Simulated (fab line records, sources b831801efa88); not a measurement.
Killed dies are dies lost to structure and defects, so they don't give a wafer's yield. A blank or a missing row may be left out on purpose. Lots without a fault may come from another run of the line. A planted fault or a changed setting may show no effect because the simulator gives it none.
Problem report in the 8D (eight disciplines) form, filled by code | flow sky130 | the parts of the form that need people (team, actions taken, sign-off) are left out

1. THE PROBLEM
oes_product_au at SKY_VIA3_ETCH_15 reads a mean of 0.996 a.u. on 1 wafer of 1 lot; wafers without a fault read 0.947 a.u. with a standard deviation of 0.0047. That is +10 standard deviations from the usual mean.
The step: etches SiO2 in C4F8/O2/Ar, stops on TiN, target depth 507 nm, time 78 s.
First seen on wafer L583.5, day 44 17:16, on rie_diel-01. The record holds 35 wafers of 12 lots with a number at this step. Rule for "out", or "out of limits": more than 4 standard deviations from the usual mean. The other wafers with a number count as sound.

2. WHAT IT IS AND WHAT IT IS NOT
question                    | is                | is not
which readings at this step | oes_product_au    | rf_fwd_power_W
which lots                  | L583              | L565, L566, L569, L571, L572, L574, L575, L576, L577, L578, L588
which wafers of those lots  | L583.5            | L583.3
read on which tools         | rie_diel-01       | rie_diel-03, rie_diel-04
when                        | from day 44 17:16 | up to then (31 sound wafers); but 3 sound wafers of L588 came after

3. SUSPECTS, AND WHAT RULES EACH OUT
Counting: a tool at a process step up to the reading stays a suspect if it ran every lot that is out. Sound lots after the first of them don't rule it out here, since some wafers of a struck lot are sound.
- pvd_sputter-04 at SKY_METAL2_SPUTTER_00 (material Ti, target thk 15 nm, time 10 s): kept. It ran the lot that is out, L583 (day 39 13:23); its last sound lot up to then is L572 (day 36 19:08).
- pvd_sputter-04 at SKY_METAL2_SPUTTER_02 (material AlCu, target thk 250 nm, time 13.3 s): kept. It ran the lot that is out, L583 (day 39 13:26); its last sound lot up to then is L572 (day 36 19:11).
- cmp-02 at SKY_VIA3_CMP_02 (polishes SiO2): kept. It ran the lot that is out, L583 (day 43 18:28); its last sound lot up to then is L576 (day 42 13:15).
- rie_diel-01 at SKY_VIA3_ETCH_15 (etches SiO2 in C4F8/O2/Ar, stops on TiN, target depth 507 nm, time 78 s): kept. It ran the lot that is out, L583 (day 44 17:16); its last sound lot up to then is L576 (day 43 13:04). Its own readings are out on those wafers: oes_product_au.
- Within cmp-02 at SKY_VIA3_CMP_02: the wafers that are out ran in chamber 2; their sound lot-mates ran in chamber 0.
- Within rie_diel-01 at SKY_VIA3_ETCH_15: the wafers that are out ran in chamber 3; their sound lot-mates ran in chamber 2.
Left after counting: pvd_sputter-04 at SKY_METAL2_SPUTTER_00, pvd_sputter-04 at SKY_METAL2_SPUTTER_02, cmp-02 at SKY_VIA3_CMP_02, rie_diel-01 at SKY_VIA3_ETCH_15.

4. THE CAUSE (what the simulator had put in)
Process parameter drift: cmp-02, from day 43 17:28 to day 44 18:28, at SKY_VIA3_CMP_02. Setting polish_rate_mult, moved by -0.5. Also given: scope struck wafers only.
Counting left 4 suspects, and this tool is among them.

5. THE CHAIN OF EFFECTS, in route order
Each row: a reading whose mean over the struck wafers that have a number lies more than 3 standard deviations from the usual. Only readings for which the record gives a usual standard deviation are gone through. hours: the time from each lot's start at the first step in this table that gives one to its start at this step, as a median over the lots. sigmas: the change in usual standard deviations.
hours | step                  | reading              | usual      | on struck wafers | change | sigmas
0     | SKY_VIA3_ETCH_15      | oes_product_au       | 0.947 a.u. | 0.996            | +0.049 | +10
128   | SKY_PAD_OPEN_PROBE_99 | defect_limited_yield | 82.5 %     | 0.0              | -82.5  | -43
128   | SKY_PAD_OPEN_PROBE_99 | killed_at_M0_to_M3   | 43         | 446              | +403   | +59
128   | SKY_PAD_OPEN_PROBE_99 | killed_at_other      | 0.3        | 2.0              | +1.7   | +3.3
128   | SKY_PAD_OPEN_PROBE_99 | killed_dies          | 86         | 492              | +406   | +42
128   | SKY_PAD_OPEN_PROBE_99 | killed_on_rim        | 17         | 96               | +79    | +23
128   | SKY_PAD_OPEN_PROBE_99 | sort_bin_5_function  | 10.3 %     | 93.7             | +83.4  | +56
128   | SKY_PAD_OPEN_PROBE_99 | sort_n_pass          | 406        | 0                | -406   | -42
128   | SKY_PAD_OPEN_PROBE_99 | sort_yield_pct       | 82.5 %     | 0.0              | -82.5  | -43
The process steps in it:
- SKY_VIA3_ETCH_15: etches SiO2 in C4F8/O2/Ar, stops on TiN, target depth 507 nm, time 78 s.
- SKY_PAD_OPEN_PROBE_99

6. WHAT WOULD HAVE CAUGHT IT SOONER
In this record the first reading out of limits was taken at day 44 17:16, 24 hours after the fault began at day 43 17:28.
Of the tool readings at SKY_VIA3_CMP_02 for which the record gives a usual standard deviation, none was out on any struck wafer, so an alarm limit of 4 standard deviations on them would not have fired.
All the lots that are out (1) had begun SKY_VIA3_CMP_02 on cmp-02 by day 44 17:16. A hold on the tool at that time would have spared none of them.
